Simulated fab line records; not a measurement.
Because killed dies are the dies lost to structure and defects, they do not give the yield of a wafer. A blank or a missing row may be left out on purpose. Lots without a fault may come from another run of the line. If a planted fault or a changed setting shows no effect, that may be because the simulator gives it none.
What tool caused it? / flow gf180mcu / 12 lots, 36 wafers sampled, at 6 steps of a route of 602

== WHAT THE GAUGES SHOWED, per wafer ==
GF_M5_OVL_MEAS_08. Usual: M5_OVL typically reads -3 nm, with standard deviation 5.4.
lot=L362; measured=day 26 08:20; on=overlay-02; M5_OVL (nm)=-4 -2 -2; flag=
lot=L363; measured=day 26 20:59; on=overlay-02; M5_OVL (nm)=-12 -10 -11; flag=
lot=L364; measured=day 26 23:14; on=overlay-01; M5_OVL (nm)=2 3 1; flag=
lot=L365; measured=day 27 09:56; on=overlay-01; M5_OVL (nm)=-1 0 -2; flag=
lot=L366; measured=day 27 13:42; on=overlay-02; M5_OVL (nm)=1 -3 -8; flag=
lot=L373; measured=day 29 20:04; on=overlay-02; M5_OVL (nm)=-6 -9 -6; flag=
lot=L377; measured=day 31 02:45; on=overlay-01; M5_OVL (nm)=9 -5 6; flag=
lot=L378; measured=day 31 05:48; on=overlay-02; M5_OVL (nm)=-4 1 -5; flag=
lot=L379; measured=day 31 16:49; on=overlay-02; M5_OVL (nm)=3 -1 -2; flag=
lot=L380; measured=day 31 17:05; on=overlay-02; M5_OVL (nm)=-3 3 1; flag=
lot=L381; measured=day 31 21:08; on=overlay-01; M5_OVL (nm)=-3 -4 -4; flag=
lot=L383; measured=day 32 09:56; on=overlay-01; M5_OVL (nm)=-6 -9 -12; flag=

GF_V5_OVL_MEAS_15. Usual: V5_OVL typically reads -1 nm, with standard deviation 5.6.
lot=L362; measured=day 27 06:02; on=overlay-01; V5_OVL (nm)=-3 3 3; flag=
lot=L363; measured=day 27 18:38; on=overlay-01; V5_OVL (nm)=12 13 13; flag=
lot=L364; measured=day 27 21:17; on=overlay-01; V5_OVL (nm)=-4 -5 -2; flag=
lot=L365; measured=day 28 06:16; on=overlay-01; V5_OVL (nm)=6 3 4; flag=
lot=L366; measured=day 28 11:35; on=overlay-02; V5_OVL (nm)=-3 6 4; flag=
lot=L373; measured=day 30 15:34; on=overlay-01; V5_OVL (nm)=-7 -1 -5; flag=
lot=L377; measured=day 31 20:47; on=overlay-02; V5_OVL (nm)=-1 1 2; flag=
lot=L378; measured=day 32 00:59; on=overlay-01; V5_OVL (nm)=6 1 2; flag=
lot=L379; measured=day 32 10:34; on=overlay-01; V5_OVL (nm)=0 0 2; flag=
lot=L380; measured=day 32 11:14; on=overlay-02; V5_OVL (nm)=3 -3 -2; flag=
lot=L381; measured=day 32 15:21; on=overlay-02; V5_OVL (nm)=1 -3 -1; flag=
lot=L383; measured=day 33 03:49; on=overlay-01; V5_OVL (nm)=11 14 7; flag=

GF_TOP_METAL_RS_MEAS_05: measurement is done with a four-point probe. Usual: TOP_METAL_ALCU_RS typically reads 0.0330 ohm/sq, with standard deviation 0.00048.
lot=L362; measured=day 27 08:04; on=film_metro-02; TOP_METAL_ALCU_RS (ohm/sq)=0.0325 0.0325 0.0325; flag=
lot=L363; measured=day 27 20:16; on=film_metro-04; TOP_METAL_ALCU_RS (ohm/sq)=0.0331 0.0326 0.0322; flag=
lot=L364; measured=day 27 22:56; on=film_metro-01; TOP_METAL_ALCU_RS (ohm/sq)=0.0331 0.0331 0.0335; flag=
lot=L365; measured=day 28 08:01; on=film_metro-02; TOP_METAL_ALCU_RS (ohm/sq)=0.0331 0.0325 0.0325; flag=
lot=L366; measured=day 28 13:16; on=film_metro-02; TOP_METAL_ALCU_RS (ohm/sq)=0.0332 0.0335 0.0330; flag=
lot=L373; measured=day 30 17:13; on=film_metro-02; TOP_METAL_ALCU_RS (ohm/sq)=0.0464 0.0321 0.0327; flag=OFF
lot=L377; measured=day 31 22:28; on=film_metro-02; TOP_METAL_ALCU_RS (ohm/sq)=0.0334 0.0340 0.0336; flag=
lot=L378; measured=day 32 02:38; on=film_metro-01; TOP_METAL_ALCU_RS (ohm/sq)=0.0334 0.0324 0.0326; flag=
lot=L379; measured=day 32 12:43; on=film_metro-02; TOP_METAL_ALCU_RS (ohm/sq)=0.0326 0.0327 0.0328; flag=
lot=L380; measured=day 32 12:56; on=film_metro-04; TOP_METAL_ALCU_RS (ohm/sq)=0.0330 0.0333 0.0334; flag=
lot=L381; measured=day 32 17:00; on=film_metro-02; TOP_METAL_ALCU_RS (ohm/sq)=0.0330 0.0337 0.0327; flag=
lot=L383; measured=day 33 05:28; on=film_metro-04; TOP_METAL_ALCU_RS (ohm/sq)=0.0327 0.0327 0.0326; flag=

GF_TOP_METAL_THK_MEAS_06: measures by xrf. Usual: TOP_METAL_ALCU_THK typically reads 886 nm, with standard deviation 14.
lot=L362; measured=day 27 08:11; on=film_metro-02; TOP_METAL_ALCU_THK (nm)=894 891 893; flag=
lot=L363; measured=day 27 20:23; on=film_metro-04; TOP_METAL_ALCU_THK (nm)=889 907 915; flag=
lot=L364; measured=day 27 23:04; on=film_metro-01; TOP_METAL_ALCU_THK (nm)=888 884 874; flag=
lot=L365; measured=day 28 08:08; on=film_metro-02; TOP_METAL_ALCU_THK (nm)=879 896 895; flag=
lot=L366; measured=day 28 13:22; on=film_metro-02; TOP_METAL_ALCU_THK (nm)=876 866 883; flag=
lot=L373; measured=day 30 17:20; on=film_metro-02; TOP_METAL_ALCU_THK (nm)=625 902 885; flag=OFF
lot=L377; measured=day 31 22:34; on=film_metro-02; TOP_METAL_ALCU_THK (nm)=872 853 861; flag=
lot=L378; measured=day 32 02:44; on=film_metro-01; TOP_METAL_ALCU_THK (nm)=879 907 901; flag=
lot=L379; measured=day 32 12:50; on=film_metro-02; TOP_METAL_ALCU_THK (nm)=892 888 887; flag=
lot=L380; measured=day 32 13:03; on=film_metro-04; TOP_METAL_ALCU_THK (nm)=887 880 875; flag=
lot=L381; measured=day 32 17:07; on=film_metro-02; TOP_METAL_ALCU_THK (nm)=883 864 889; flag=
lot=L383; measured=day 33 05:35; on=film_metro-04; TOP_METAL_ALCU_THK (nm)=896 897 896; flag=

== WHAT TOOL EACH LOT RAN ON (gives the tool, then ch and the chambers of the sampled wafers, and finally the start) ==
lot=L362; GF_TOP_METAL_SPUTTER_02=pvd_sputter-02, day 27 07:58; GF_TOP_METAL_SPUTTER_04=pvd_sputter-02, day 27 08:02
lot=L363; GF_TOP_METAL_SPUTTER_02=pvd_sputter-01, day 27 20:10; GF_TOP_METAL_SPUTTER_04=pvd_sputter-01, day 27 20:14
lot=L364; GF_TOP_METAL_SPUTTER_02=pvd_sputter-02, day 27 22:51; GF_TOP_METAL_SPUTTER_04=pvd_sputter-02, day 27 22:55
lot=L365; GF_TOP_METAL_SPUTTER_02=pvd_sputter-01, day 28 07:56; GF_TOP_METAL_SPUTTER_04=pvd_sputter-01, day 28 07:59
lot=L366; GF_TOP_METAL_SPUTTER_02=pvd_sputter-02, day 28 13:08; GF_TOP_METAL_SPUTTER_04=pvd_sputter-02, day 28 13:11
lot=L373; GF_TOP_METAL_SPUTTER_02=pvd_sputter-02, day 30 17:07; GF_TOP_METAL_SPUTTER_04=pvd_sputter-02, day 30 17:11
lot=L377; GF_TOP_METAL_SPUTTER_02=pvd_sputter-01, day 31 22:20; GF_TOP_METAL_SPUTTER_04=pvd_sputter-01, day 31 22:23
lot=L378; GF_TOP_METAL_SPUTTER_02=pvd_sputter-01, day 32 02:31; GF_TOP_METAL_SPUTTER_04=pvd_sputter-01, day 32 02:35
lot=L379; GF_TOP_METAL_SPUTTER_02=pvd_sputter-01, day 32 12:38; GF_TOP_METAL_SPUTTER_04=pvd_sputter-01, day 32 12:41
lot=L380; GF_TOP_METAL_SPUTTER_02=pvd_sputter-04, day 32 12:47; GF_TOP_METAL_SPUTTER_04=pvd_sputter-04, day 32 12:51
lot=L381; GF_TOP_METAL_SPUTTER_02=pvd_sputter-01, day 32 16:53; GF_TOP_METAL_SPUTTER_04=pvd_sputter-01, day 32 16:57
lot=L383; GF_TOP_METAL_SPUTTER_02=pvd_sputter-01, day 33 05:22; GF_TOP_METAL_SPUTTER_04=pvd_sputter-01, day 33 05:26
- GF_TOP_METAL_SPUTTER_02: material AlCu, target thk 900 nm, time 47.82 s.
- GF_TOP_METAL_SPUTTER_04: material TiN, target thk 25 nm, time 20.8 s.

== AS READ BY THE TOOLS THEMSELVES (means over the sampled wafers that have a number; for cases with no such wafer, the mark the record gives instead) ==
GF_TOP_METAL_SPUTTER_02. Usual: cathode_dc_power_W 10600 W, standard deviation 1.9; throttle_valve_pct 29.5 %, standard deviation 1.3.
lot=L362; tool=pvd_sputter-02; cathode_dc_power_W (W)=10598; throttle_valve_pct (%)=29.0; flag=
lot=L363; tool=pvd_sputter-01; cathode_dc_power_W (W)=10600; throttle_valve_pct (%)=30.3; flag=
lot=L364; tool=pvd_sputter-02; cathode_dc_power_W (W)=10598; throttle_valve_pct (%)=29.1; flag=
lot=L365; tool=pvd_sputter-01; cathode_dc_power_W (W)=10600; throttle_valve_pct (%)=30.3; flag=
lot=L366; tool=pvd_sputter-02; cathode_dc_power_W (W)=10600; throttle_valve_pct (%)=29.6; flag=
lot=L373; tool=pvd_sputter-02; cathode_dc_power_W (W)=10601; throttle_valve_pct (%)=28.8; flag=
lot=L377; tool=pvd_sputter-01; cathode_dc_power_W (W)=10600; throttle_valve_pct (%)=30.2; flag=
lot=L378; tool=pvd_sputter-01; cathode_dc_power_W (W)=10599; throttle_valve_pct (%)=30.2; flag=
lot=L379; tool=pvd_sputter-01; cathode_dc_power_W (W)=10601; throttle_valve_pct (%)=30.3; flag=
lot=L380; tool=pvd_sputter-04; cathode_dc_power_W (W)=10601; throttle_valve_pct (%)=29.5; flag=
lot=L381; tool=pvd_sputter-01; cathode_dc_power_W (W)=10599; throttle_valve_pct (%)=29.9; flag=
lot=L383; tool=pvd_sputter-01; cathode_dc_power_W (W)=10598; throttle_valve_pct (%)=30.3; flag=

GF_TOP_METAL_SPUTTER_04. Usual: cathode_dc_power_W 6499.9 W, standard deviation 1.2; throttle_valve_pct 29.5 %, standard deviation 1.3.
lot=L362; tool=pvd_sputter-02; cathode_dc_power_W (W)=6499.9; throttle_valve_pct (%)=29.0; flag=
lot=L363; tool=pvd_sputter-01; cathode_dc_power_W (W)=6499.7; throttle_valve_pct (%)=30.1; flag=
lot=L364; tool=pvd_sputter-02; cathode_dc_power_W (W)=6500.5; throttle_valve_pct (%)=29.1; flag=
lot=L365; tool=pvd_sputter-01; cathode_dc_power_W (W)=6501.4; throttle_valve_pct (%)=30.3; flag=
lot=L366; tool=pvd_sputter-02; cathode_dc_power_W (W)=6498.7; throttle_valve_pct (%)=29.6; flag=
lot=L373; tool=pvd_sputter-02; cathode_dc_power_W (W)=6498.6; throttle_valve_pct (%)=29.0; flag=
lot=L377; tool=pvd_sputter-01; cathode_dc_power_W (W)=6498.1; throttle_valve_pct (%)=30.2; flag=
lot=L378; tool=pvd_sputter-01; cathode_dc_power_W (W)=6500.4; throttle_valve_pct (%)=30.1; flag=
lot=L379; tool=pvd_sputter-01; cathode_dc_power_W (W)=6499.8; throttle_valve_pct (%)=30.4; flag=
lot=L380; tool=pvd_sputter-04; cathode_dc_power_W (W)=6499.3; throttle_valve_pct (%)=29.6; flag=
lot=L381; tool=pvd_sputter-01; cathode_dc_power_W (W)=6501.1; throttle_valve_pct (%)=29.7; flag=
lot=L383; tool=pvd_sputter-01; cathode_dc_power_W (W)=6500.2; throttle_valve_pct (%)=30.4; flag=

== THE ANSWER, worked out from the rows above alone ==
Rule: lot off if the mean of its wafers having a number is beyond 3 standard deviations from the usual mean. A lot without any number at a reading at which 4 lots or more have one is off too. All remaining lots with rows at the step are treated as sound. Order of review: gauges by route order, followed by the tools' own readings, for which a lot's mean as printed above is used. The first step at which some lot is off is used, and at that step the reading that is off furthest; a lot without a number counts as furthest.
Off: L373, seen at GF_TOP_METAL_RS_MEAS_05 (TOP_METAL_ALCU_RS).
A tool fits if, at a process step before that reading, it ran every lot that is off, and no sound lot after the first of them. Gauges at GF_TOP_METAL_RS_MEAS_05: tried the same way as those tools. One fits: GF_TOP_METAL_SPUTTER_02 and GF_TOP_METAL_SPUTTER_04 on pvd_sputter-02. At GF_TOP_METAL_SPUTTER_02 its last sound lot is L366 (day 28 13:08), its first lot that is off L373 (day 30 17:07): a fault that began between those two fits.

== WHAT HAD BEEN PUT IN BY THE SIMULATOR ==
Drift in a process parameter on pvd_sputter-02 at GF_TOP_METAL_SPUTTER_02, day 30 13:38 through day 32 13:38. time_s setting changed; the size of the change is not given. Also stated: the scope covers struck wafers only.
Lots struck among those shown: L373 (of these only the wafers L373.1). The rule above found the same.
